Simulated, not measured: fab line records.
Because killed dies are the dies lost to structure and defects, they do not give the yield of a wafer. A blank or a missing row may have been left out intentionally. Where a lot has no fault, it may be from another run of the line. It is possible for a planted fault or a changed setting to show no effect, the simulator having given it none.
A struck lot beside a sound one -- flow gf180mcu -- 28 out of 602 route steps
Sound: these wafers, L895.1, L895.3, L895.4. The struck wafers were L912.2, L912.5, L912.6. At the end, the cause is stated.
Each step with rows lists, per side, the tool, then ch with its chambers, then its first start. Under that, the readings that differ: sound wafers -- struck wafers -- difference of the means -- sigmas: that difference in standard deviations of wafers without a fault.
alike: readings whose means differ by less than 2 such deviations, and words and numbers that are the same on both sides. not compared: withheld readings, readings that some wafer has no value for, bounds like >300 that may hide the same value, and numbers for which the record gives no deviation and whose values overlap.
The two part at a step that has a row with sigmas, a row that says differs or no value, or rows on one side only. Numbers that have no deviation but don't overlap get no sigmas and don't part them. A reading missing from all wafers of one side parts the sides only when that side holds two or more wafers.

GF_V5_OVL_MEAS_15:
  struck on overlay-02, day 32 03:37; sound on overlay-01, day 27 08:52
  alike: V5_OVL
then, 1 step without rows for these wafers: GF_V5_ETCH_16 (etches BARC in N2/H2).
GF_V5_ETCH_17: etches SiO2 in C4F8/O2/Ar, stops on TiN, target depth 855 nm.
  sound: rie-diel-03 ch 0,1; struck: rie-diel-02 ch 0,3
  alike: oes-product-au
GF_V5_STRIP_18: strips in O2/N2.
  sound on plasma-asher-01 ch 0,1, day 27 09:03; struck on plasma-asher-01 ch 0,1, day 32 03:48
  alike: drypump-motor-current-A, heater-power-w, n2-flow-sccm, oes-product-au
  not compared: rf-hours-counter-h
then, 2 steps without rows for these wafers: GF_V5_STRIP_19 (strips in post etch residue remover, time 1200 s); GF_V5_CLEAN_20 (cleans in DIW).
GF_V5_SPUTTER_21: material Ti, target thk 15 nm, time 80.02 s.
  struck on pvd-sputter-02, day 32 04:22; sound on pvd-sputter-04, day 27 09:56
  alike: cathode-dc-power-W, chamber-pressure-pa, throttle-valve-pct
then, 2 steps without rows for these wafers: GF_V5_SPUTTER_22 (material TiN, target thk 10 nm, time 40 s); GF_V5_CVD_23 (deposits W, target thk 350 nm, time 104.9 s).
GF_V5_RS_MEAS_24: uses a four-point probe to measure.
  struck on film-metro-01, day 32 04:36; sound on film-metro-01, day 27 10:08
  alike: V5_W_RS
GF_V5_THK_MEAS_25: measures by xrf.
  struck on film-metro-01, day 32 04:43; sound on film-metro-01, day 27 10:16
  alike: V5_W_THK
GF_V5_CMP_26: polishes, stops on SiO2, t overpolish 15 s, target thk 0 nm.
  sound on cmp-01 ch 0,2,3, day 27 10:19; struck on cmp-02 ch 2,3, day 32 04:46
  alike: edge-zone-pressure-frac, motor-current-A, overpolish-run-s, time-to-endpoint-s
GF_TOP_METAL_SPUTTER_00: material Ti, target thk 37.5 nm, time 150 s.
  struck on pvd-sputter-03, day 32 05:04; sound on pvd-sputter-03, day 27 10:37
  no value came back on the struck wafers for cathode-dc-power-W (W), chamber-pressure-pa (Pa), throttle-valve-pct (%); on the sound wafers cathode-dc-power-W (W) reads 3999.8 4000.1 3999.9
GF_TOP_METAL_SPUTTER_01: material TiN, target thk 30 nm, time 25 s.
  struck on pvd-sputter-03, day 32 05:10; sound on pvd-sputter-03, day 27 10:43
reading,sound,struck,difference,sigmas
chamber-pressure-pa (Pa),0.3991 0.4001 0.3934,0.4003 0.3987 0.3992,+0.0019,+2
  alike: cathode-dc-power-W, throttle-valve-pct
then, 10 steps without rows for these wafers: GF_TOP_METAL_SPUTTER_02 (material AlCu, target thk 900 nm, time 47.82 s); GF_TOP_METAL_SPUTTER_03 (material Ti, target thk 5 nm, time 3.3 s); GF_TOP_METAL_SPUTTER_04 (material TiN, target thk 25 nm, time 20.8 s); GF_TOP_METAL_DEHYDRATE_07 (time 60 s); GF_TOP_METAL_HMDS_08 (prime time 60 s); GF_TOP_METAL_COAT_09 (resist thk 1500 nm); GF_TOP_METAL_SOFTBAKE_10 (time 60 s); GF_TOP_METAL_EXPOSE_11 (exposes mask MetalTop, target cd 440 nm); GF_TOP_METAL_PEB_12; GF_TOP_METAL_DEVELOP_13 (develop time 60 s).
GF_TOP_METAL_CD_MEAS_14: target cd 440 nm.
  struck on cd-sem-01, day 32 21:19; sound on cd-sem-01, day 28 06:47
  alike: cd-nm
GF_TOP_METAL_OVL_MEAS_15:
  struck on overlay-01, day 32 21:25; sound on overlay-01, day 28 06:55
  alike: TOP_METAL_OVL
GF_TOP_METAL_METAL_ETCH_16: etches the open film in Cl2/BCl3, stops on SiO2, target depth 1077.5 nm, time 179.6 s.
  sound on rie-metal-01 ch 1, day 28 06:56; struck on rie-metal-04 ch 0,1, day 32 21:26
reading,sound,struck,difference,sigmas
he-backside-leak-sccm (sccm),3.18 3.24 3.15,3.59 3.56 3.63,+0.40,+2
oes-product-au (a.u.),0.954 0.955 0.953,0.934 0.936 0.947,-0.015,-2
  alike: drypump-motor-current-A, throttle-valve-pct
  not compared: rf-hours-counter-h
then, 1 step without rows for these wafers: GF_TOP_METAL_STRIP_17 (strips in O2/N2).

## WHERE THEY PART
Last at GF_TOP_METAL_METAL_ETCH_16 as far as this record goes, first at GF_TOP_METAL_SPUTTER_00.

WHY: what had been put in by the simulator
Entire step skipped (pvd-sputter-03, GF_TOP_METAL_SPUTTER_00), from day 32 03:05 onward. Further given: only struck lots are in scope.
